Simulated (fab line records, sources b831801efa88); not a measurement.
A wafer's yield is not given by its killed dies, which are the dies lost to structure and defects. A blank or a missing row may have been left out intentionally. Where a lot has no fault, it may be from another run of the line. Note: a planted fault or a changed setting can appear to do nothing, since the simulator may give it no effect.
Matching of chambers ; flow gf180mcu ; 4 sister chambers for GF_V1_CMP_04 on cmp-01
The step polishes SiO2. 22 wafers are shown with their chamber, then 11 later ones without.

== WAFERS, EACH WITH ITS CHAMBER ==
wafer;chamber;motor-current-A (A);retaining-ring-pressure-frac;time-to-endpoint-s (s)
L079.3;2;10.4;1.001;81
L079.4;0;14.1;0.997;82
L079.5;3;10.3;1.002;83
L083.4;1;12.4;0.995;82
L083.5;3;10.2;1.012;80
L083.6;2;10.0;1.001;81
L085.3;2;10.0;1.002;78
L085.4;3;10.0;1.003;75
L085.5;3;10.3;0.997;76
L086.1;1;12.9;1.004;74
L086.4;3;10.4;0.999;86
L086.5;2;10.0;0.995;86
L087.1;1;12.3;0.996;76
L087.3;2;10.1;0.999;70
L087.4;3;10.5;1.006;78
L088.4;0;13.4;0.986;86
L088.5;2;9.9;1.011;81
L088.6;1;12.7;0.999;81
L090.3;2;10.2;1.005;77
L090.4;3;10.2;0.998;82
L090.6;1;12.4;0.988;86
L092.2;2;10.0;1.010;78

SIGNATURES (averages over the wafers above)
reading;chamber 0;chamber 1;chamber 2;chamber 3;scatter within a chamber
motor-current-A;13.750;12.540;10.075;10.271;0.214
retaining-ring-pressure-frac;0.99150;0.99640;1.00300;1.00243;0.00562
time-to-endpoint-s;84.00;79.80;79.00;80.00;4.36
Rule: a wafer lies at a distance from a chamber equal to the root of the sum of squares, over the readings, of (its reading less the chamber's mean, divided by the reading's scatter). If the next closest chamber is less than 2 further off than the closest, the wafer can't be placed; otherwise it belongs to the closest. The scatter: take each reading less its chamber's mean, square it, sum over the shown wafers, divide by the number of wafers less the number of chambers, and take the root.

== WAFERS MISSING THEIR CHAMBER ==
wafer;motor-current-A (A);retaining-ring-pressure-frac;time-to-endpoint-s (s)
L092.4;13.1;0.997;81
L092.6;13.9;1.006;84
L095.1;10.2;1.003;77
L095.2;10.1;0.996;90
L095.3;13.6;1.006;83
L096.1;13.3;1.001;80
L096.3;10.1;1.002;80
L096.6;9.8;1.001;85
L097.1;9.8;1.006;88
L097.2;10.1;0.998;84
L097.3;13.1;1.001;88

== THE CHAMBER EACH PASSED THROUGH ==
wafer;from the rows above;in truth
L092.4;can't be placed: 1 or 0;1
L092.6;0;0
L095.1;can't be placed: 2 or 3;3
L095.2;can't be placed: 3 or 2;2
L095.3;0;0
L096.1;can't be placed: 0 or 1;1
L096.3;can't be placed: 2 or 3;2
L096.6;can't be placed: 2 or 3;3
L097.1;can't be placed: 2 or 3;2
L097.2;can't be placed: 3 or 2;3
L097.3;can't be placed: 1 or 0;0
Placed correctly: 2 of 11. Not placeable from these rows: 9 (in 9, the candidates include the true chamber). Wrongly placed: 0.
